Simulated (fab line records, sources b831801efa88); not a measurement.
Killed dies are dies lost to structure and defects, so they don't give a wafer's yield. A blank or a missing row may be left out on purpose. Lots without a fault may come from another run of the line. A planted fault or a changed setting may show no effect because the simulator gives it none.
Which tool did it? | flow gf180mcu | 6 lots, 18 wafers sampled, at 1 step of a route of 602

WHAT THE GAUGES READ, wafer by wafer
GF_V4_CD_MEAS_14: target cd 260 nm.
lot  | measured     | on        | cd_nm (nm)
L326 | day 25 04:22 | cd_sem-02 | 259.8 259.7 259.9
L327 | day 25 14:02 | cd_sem-01 | 259.1 260.6 258.5
L330 | day 26 07:20 | cd_sem-01 | 260.7 259.5 260.0
L343 | day 30 13:10 | cd_sem-02 | 261.0 261.0 260.6
L345 | day 30 19:01 | cd_sem-02 | 259.8 258.1 258.7
L347 | day 31 07:07 | cd_sem-02 | 258.0 259.8 259.6

WHICH TOOL RAN EACH LOT (tool, then ch and the chambers of the sampled wafers, then the start)
The record holds no process step before these readings.

THE ANSWER, worked out from the rows above alone
Rule: what is usual is taken from the lots themselves. Put in order of their means at a reading, lots are off if they are a third of the lots or fewer, leave a main group of 4 or more, and stand apart from it by a gap of 3 or more times the standard deviation of the main group's means; of several such gaps the widest counts. A main group whose means are all the same, to the digits that the tables above print for the reading, isn't used. A lot without any number at a reading at which 4 lots or more have one is off too. The other lots that the step has rows for count as sound.
No lot is off at any reading shown: from this, nothing can be told.

WHAT THE SIMULATOR HAD PUT IN
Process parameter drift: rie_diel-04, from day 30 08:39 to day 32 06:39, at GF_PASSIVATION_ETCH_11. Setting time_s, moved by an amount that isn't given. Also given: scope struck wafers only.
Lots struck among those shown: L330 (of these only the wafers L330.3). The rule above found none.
